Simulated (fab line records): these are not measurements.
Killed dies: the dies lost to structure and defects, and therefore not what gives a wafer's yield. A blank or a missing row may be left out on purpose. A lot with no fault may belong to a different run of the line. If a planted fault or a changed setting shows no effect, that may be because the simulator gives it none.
fab line records | flow sky130
record lots=9 | wafers=27 | last-day=50
route steps=708 shown GATE_OXIDE@203 LOCAL_INTERCONNECT@389 VIA1@478
lots that met no fault: taken from a fault-free run of the same line
start-h: the number of hours between the record's first day and the start of the first shown wafer of the lot | wait-h: hours since the lot's step before | " same as the row above | L1.1+2: several wafers, shown together as one row | - no value present, or no start provided | * or withheld: withheld | < > ~ a bound
route shown NAME@n: NAME is a module with steps in the file, n the number in the route of the first one | usual: mean/standard deviation of fault-free wafers | same: alike in all rows | chamber/n: place in a boat | sites: per-site readings | _std_site: standard deviation across them | _edge_site: outer sites' mean less inner sites' | radius-mm: for every site, how far away it sits from the centre of the wafer | mask NAME#n: copy n | behind: tool/chamber where the wafer was last shaped | hold: why the lot was held/for how many hours/how that ended | device: names the non-switching transistor (n, p or np) | end of line: the tests these same wafers got at the end of their route | step lacking rows: just its recipe | killed: the dies lost at the first sort to structure and to defects; this is not the yield of the wafer | map: a wafer's dies, x killed, . not, _ none there
set.NAME: the setting the step ran with; set.NAME@STEP: the setting that earlier step ran with | model.NAME: the simulator's own value behind a step, which no gauge read
a sample of lots followed through the steps of the route, with each step as a table and each wafer as a row
services: the hour from which a tool's chamber was out of use, counted from the record's first day as start-h (under 0 if before that day), plus the number of hours and why
## steps
# step SKY_GATE_OXIDE_OXIDATION_16
# recipe temp-c=800 | ambient=O2 | idle-temp-c=700 | ramp-up-c-per-min=10 | ramp-down-c-per-min=3 | stabilise-s=600 | purge-s=300 | target-thk-a=35.7 | ox-time-s=1915
# usual spike-tc-bottom-C=817.1/1.7 | spike-tc-centre-C=800.3/1.7 | spike-tc-lower-C=799.8/1.1 | spike-tc-upper-C=799.4/0.95 | tube-center-temp-C=800/0.068 | tube_center_temp_C_max=802.0/0.31 | zone-power-top-pct=28/3.3
lot.wafer | tool       | chamber | start-h | wait-h | spike-tc-bottom-C | spike-tc-centre-C | spike-tc-lower-C | spike-tc-upper-C | tube-center-temp-C | tube_center_temp_C_max | zone-power-top-pct
L417.2    | furnace-02 | 0       | 310.22  | 0.1    | 818.4             | 800.7             | 797.5            | 800.8            | 799.97             | 801.6                  | 25
L417.4    | "          | 0       | "       | "      | 818.0             | 801.3             | 799.8            | 800.9            | 800.01             | 801.7                  | 24
L417.5    | "          | 0       | "       | "      | 817.4             | 803.0             | 800.7            | 799.1            | 799.94             | 801.9                  | 24
L418.1    | furnace-02 | 0       | 317.61  | 1.3    | 820.8             | 802.6             | 800.5            | 799.7            | 799.99             | 802.3                  | 24
L418.2    | "          | 0       | "       | "      | 819.4             | 802.4             | 799.8            | 799.6            | 800.05             | 802.1                  | 24
L418.4    | "          | 0       | "       | "      | 817.8             | 800.9             | 800.7            | 799.8            | 800.04             | 802.3                  | 25
L421.1    | furnace-02 | 0       | 343.65  | 0.6    | 820.0             | 800.0             | 799.4            | 801.7            | 800.13             | 802.1                  | 24
L421.3    | "          | 0       | "       | "      | 818.2             | 800.8             | 800.8            | 801.6            | 800.03             | 801.7                  | 24
L421.6    | "          | 0       | "       | "      | 818.1             | 801.9             | 799.9            | 799.1            | 799.95             | 801.8                  | 24
L427.2    | furnace-01 | 0       | 405.72  | 2.9    | 820.6             | 806.6             | 804.2            | 805.8            | 806.3              | 808.4                  | 32
L427.3    | "          | 0       | "       | "      | 822.1             | 805.5             | 806.3            | 805.1            | 806.35             | 808.6                  | 32
L427.5    | "          | 0       | "       | "      | 821.7             | 805.9             | 805.9            | 804.9            | 806.35             | 808.1                  | 31
L428.1    | furnace-01 | 0       | 414.67  | 0.9    | 822.0             | 806.4             | 804.2            | 805.4            | 806.22             | 808.6                  | 32
L428.2    | "          | 0       | "       | "      | 821.2             | 805.8             | 806.7            | 805.3            | 806.2              | 808.0                  | 31
L428.3    | "          | 0       | "       | "      | 820.9             | 807.5             | 807.0            | 806.6            | 806.33             | 808.0                  | 32
L431.1    | furnace-02 | 0       | 432.34  | 0.9    | 819.6             | 803.5             | 799.3            | 800.3            | 800.02             | 801.7                  | 24
L431.2    | "          | 0       | "       | "      | 818.8             | 800.8             | 798.7            | 799.6            | 799.97             | 801.5                  | 24
L431.4    | "          | 0       | "       | "      | 817.0             | 801.6             | 799.3            | 799.5            | 800.01             | 801.9                  | 24
L438.2    | furnace-01 | 0       | 492.73  | 1.2    | 815.0             | 796.1             | 799.4            | 797.5            | 800.03             | 801.8                  | 31
L438.3    | "          | 0       | "       | "      | 816.0             | 798.5             | 800.2            | 798.8            | 799.97             | 801.8                  | 31
L438.6    | "          | 0       | "       | "      | 813.5             | 798.8             | 800.0            | 799.0            | 800.07             | 802.1                  | 31
L439.2    | furnace-01 | 0       | 496.86  | 0.2    | 817.4             | 798.7             | 798.1            | 799.8            | 800.03             | 801.7                  | 30
L439.4    | "          | 0       | "       | "      | 817.0             | 800.4             | 800.6            | 799.1            | 799.97             | 801.6                  | 31
L439.6    | "          | 0       | "       | "      | 816.5             | 800.4             | 799.7            | 799.5            | 799.89             | 801.7                  | 31
L440.1    | furnace-02 | 0       | 513.49  | 0.0    | 817.3             | 800.1             | 799.2            | 797.9            | 800.01             | 802.5                  | 24
L440.3    | "          | 0       | "       | "      | 817.2             | 802.0             | 798.8            | 800.7            | 800.03             | 802.0                  | 24
L440.4    | "          | 0       | "       | "      | 818.3             | 801.9             | 800.0            | 800.8            | 799.94             | 802.1                  | 24
# step SKY_LOCAL_INTERCONNECT_THK_MEAS_02
# recipe thk-meas-gauge=xrf | reads=TiN_of_LOCAL_INTERCONNECT_SPUTTER_00
# usual LOCAL_INTERCONNECT_TIN_THK=99.7/1.2
lot.wafer | tool          | chamber | start-h | wait-h | LOCAL_INTERCONNECT_TIN_THK[nm]
L417.2    | film-metro-03 | -       | 677.80  | 0.1    | 98.4
L417.4    | "             | -       | "       | "      | 98.7
L417.5    | "             | -       | "       | "      | 100.1
L418.1    | film-metro-01 | -       | 684.70  | 0.1    | 100.1
L418.2    | "             | -       | "       | "      | 100.5
L418.4    | "             | -       | "       | "      | 99.9
L421.1    | film-metro-04 | -       | 710.31  | 0.1    | 100.5
L421.3    | "             | -       | "       | "      | 101.2
L421.6    | "             | -       | "       | "      | 100.5
L427.2    | film-metro-04 | -       | 771.64  | 0.1    | 99.7
L427.3    | "             | -       | "       | "      | 98.2
L427.5    | "             | -       | "       | "      | 99.8
L428.1    | film-metro-04 | -       | 781.86  | 0.1    | 100.2
L428.2    | "             | -       | "       | "      | 99.1
L428.3    | "             | -       | "       | "      | 99.6
L431.1    | film-metro-04 | -       | 792.00  | 0.1    | 102.4
L431.2    | "             | -       | "       | "      | 100.9
L431.4    | "             | -       | "       | "      | 99.8
L438.2    | film-metro-03 | -       | 844.23  | 0.1    | 100.5
L438.3    | "             | -       | "       | "      | 100.2
L438.6    | "             | -       | "       | "      | 100.2
L439.2    | film-metro-01 | -       | 846.80  | 0.1    | 101.6
L439.4    | "             | -       | "       | "      | 101.1
L439.6    | "             | -       | "       | "      | 100.5
L440.1    | film-metro-01 | -       | 861.52  | 0.1    | 99.2
L440.3    | "             | -       | "       | "      | 99.1
L440.4    | "             | -       | "       | "      | 98.9
# step SKY_VIA1_SPUTTER_20
# recipe material=TiN | target-thk-nm=20 | chamber-pressure-pa=5 | power-w=4000 | time-s=80
# usual throttle-valve-pct=30.0/1.1
lot.wafer | tool           | chamber | start-h | wait-h | throttle-valve-pct
L417.2    | pvd-sputter-01 | -       | 794.27  | 0.0    | 28.5
L417.4    | "              | -       | "       | "      | 30.9
L417.5    | "              | -       | "       | "      | 28.5
L418.1    | pvd-sputter-04 | -       | 804.48  | 0.0    | 30.5
L418.2    | "              | -       | "       | "      | 29.4
L418.4    | "              | -       | "       | "      | 31.2
L421.1    | pvd-sputter-01 | -       | 823.47  | 0.0    | 29.3
L421.3    | "              | -       | "       | "      | 30.7
L421.6    | "              | -       | "       | "      | 30.8
L427.2    | pvd-sputter-01 | -       | 879.88  | 0.0    | 28.7
L427.3    | "              | -       | "       | "      | 29.3
L427.5    | "              | -       | "       | "      | 28.9
L428.1    | pvd-sputter-04 | -       | 891.52  | 0.0    | 30.7
L428.2    | "              | -       | "       | "      | 29.8
L428.3    | "              | -       | "       | "      | 29.6
L431.1    | pvd-sputter-01 | -       | 899.68  | 0.0    | 29.2
L431.2    | "              | -       | "       | "      | 28.9
L431.4    | "              | -       | "       | "      | 30.8
L438.2    | pvd-sputter-02 | -       | 949.77  | 0.0    | 28.7
L438.3    | "              | -       | "       | "      | 30.1
L438.6    | "              | -       | "       | "      | 31.3
L439.2    | pvd-sputter-02 | -       | 953.72  | 0.0    | 29.0
L439.4    | "              | -       | "       | "      | 31.8
L439.6    | "              | -       | "       | "      | 29.9
L440.1    | pvd-sputter-04 | -       | 968.72  | 0.0    | 29.5
L440.3    | "              | -       | "       | "      | 31.0
L440.4    | "              | -       | "       | "      | 30.6
# step SKY_VIA1_CMP_24
# recipe stop-on=SiO2 | t-overpolish-s=15 | down-force-psi=3.5 | platen-rpm=60 | target-thk-nm=0 | pad-velocity-m-s=0.94248
# usual motor-current-A=11.8/1.2 | overpolish-run-s=15.001/0.009 | slurry-filter-dp-kPa=13.50/0.13 | time-to-endpoint-s=65.0/2.7
lot.wafer | tool   | chamber | start-h | wait-h | motor-current-A | overpolish-run-s | slurry-filter-dp-kPa | time-to-endpoint-s
L417.2    | cmp-02 | 0       | 794.70  | 0.1    | 10.2            | 15.002           | 13.63                | 67.4
L417.4    | "      | 1       | "       | "      | 13.2            | 14.985           | 13.50                | 66.5
L417.5    | "      | 2       | "       | "      | 11.8            | 14.995           | 13.58                | 69.4
L418.2    | cmp-01 | 1       | 804.81  | 0.0    | 11.4            | 14.997           | 13.59                | 60.1
L418.1    | "      | 2       | "       | "      | 14.2            | 15.009           | 13.38                | 66.3
L418.4    | "      | 0       | "       | "      | 10.7            | 15.004           | 13.35                | 64.9
L421.3    | cmp-01 | 0       | 823.90  | 0.1    | 11.4            | 15.008           | 13.52                | 63.5
L421.1    | "      | 2       | "       | "      | 13.7            | 15.011           | 13.20                | 65.7
L421.6    | "      | 0       | "       | "      | 11.0            | 14.990           | 13.56                | 66.0
L427.3    | cmp-02 | 3       | 880.31  | 0.1    | 12.3            | 14.995           | 13.42                | 68.1
L427.2    | "      | 0       | "       | "      | 9.5             | 15.001           | 13.57                | 64.9
L427.5    | "      | 1       | "       | "      | 12.3            | 15.003           | 13.30                | 64.8
L428.2    | cmp-02 | 0       | 891.85  | 0.0    | 10.0            | 14.987           | 13.37                | 55.5
L428.3    | "      | 2       | "       | "      | 11.9            | 15.013           | 13.54                | 61.5
L428.1    | "      | 3       | "       | "      | 12.0            | 15.008           | 13.47                | 62.3
L431.1    | cmp-01 | 2       | 900.01  | 0.1    | 13.2            | 15.003           | 13.50                | 67.6
L431.4    | "      | 0       | "       | "      | 10.3            | 14.991           | 13.63                | 71.2
L431.2    | "      | 1       | "       | "      | 11.2            | 14.992           | 13.42                | 63.9
L438.2    | cmp-01 | 1       | 950.77  | 0.7    | 11.2            | 14.979           | 13.44                | 63.2
L438.3    | "      | 0       | "       | "      | 10.7            | 15.015           | 13.49                | 66.3
L438.6    | "      | 2       | "       | "      | 14.0            | 15.000           | 13.55                | 66.6
L439.2    | cmp-01 | 2       | 954.12  | 0.1    | 13.6            | 14.992           | 13.47                | 65.4
L439.4    | "      | 0       | "       | "      | 10.3            | 15.021           | 13.58                | 64.0
L439.6    | "      | 2       | "       | "      | 13.6            | 15.012           | 13.30                | 66.3
L440.3    | cmp-02 | 0       | 969.05  | 0.0    | 9.7             | 14.997           | 13.65                | 64.3
L440.4    | "      | 2       | "       | "      | 11.1            | 15.002           | 13.45                | 68.0
L440.1    | "      | 3       | "       | "      | 11.7            | 14.991           | 13.55                | 65.2
## services
tool       | chamber | start-h | hours | kind
cmp-01     | -       | 302.08  | 2.5   | repair
furnace-02 | -       | 324.72  | 3.0   | pm
cmp-01     | -       | 365.53  | 1.6   | repair
cmp-01     | -       | 373.99  | 1.3   | repair
cmp-01     | -       | 404.00  | 4.0   | pm
furnace-02 | -       | 418.51  | 2.8   | pm
furnace-02 | -       | 453.27  | 52.0  | pm
cmp-01     | -       | 492.46  | 1.2   | repair
cmp-01     | -       | 559.72  | 0.4   | repair
furnace-02 | -       | 586.89  | 3.3   | pm
furnace-02 | -       | 604.58  | 3.8   | pm
cmp-01     | -       | 606.03  | 1.2   | repair
cmp-01     | -       | 623.35  | 3.1   | pm
cmp-01     | -       | 694.52  | 0.4   | repair
cmp-01     | -       | 733.63  | 9.0   | pm
cmp-01     | -       | 744.00  | 4.0   | pm
cmp-01     | -       | 750.34  | 0.9   | repair
cmp-01     | -       | 751.35  | 20.8  | repair
furnace-02 | -       | 753.70  | 3.7   | pm
cmp-01     | -       | 782.50  | 1.8   | repair
furnace-02 | -       | 800.16  | 2.5   | pm
furnace-02 | -       | 886.49  | 2.2   | pm
furnace-02 | -       | 921.70  | 3.6   | pm
cmp-01     | -       | 957.46  | 1.4   | repair
## key
first-sign step=SKY_GATE_OXIDE_OXIDATION_16 | reading=tube-center-temp-C | direction=up | sigmas=79 | usual=* | struck=*
effect step=SKY_GATE_OXIDE_OXIDATION_16 | reading=tube_center_temp_C_max | direction=up | sigmas=20 | usual=* | struck=*
met-at SKY_GATE_OXIDE_OXIDATION_16
struck-lots L427,L428
tester-left-out L427,L428
not-acting-at SKY_LOCAL_INTERCONNECT_THK_MEAS_02,SKY_VIA1_SPUTTER_20,SKY_VIA1_CMP_24
fault kind=process-parameter-drift | tool=furnace-01 | chamber=- | onset-h=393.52 | steps=SKY_GATE_OXIDE_OXIDATION_16 | channel=temp-c | offset=* | shape=step | end-h=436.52 | acts-in=* | stated=*
# tester-left-out: of these lots the tester's yield and bins aren't shown, on N5 and GAA mostly nor the transistor test; their killed dies are dies lost to structure and defects alone, not to doping, threshold or leakage, so they don't give the yield
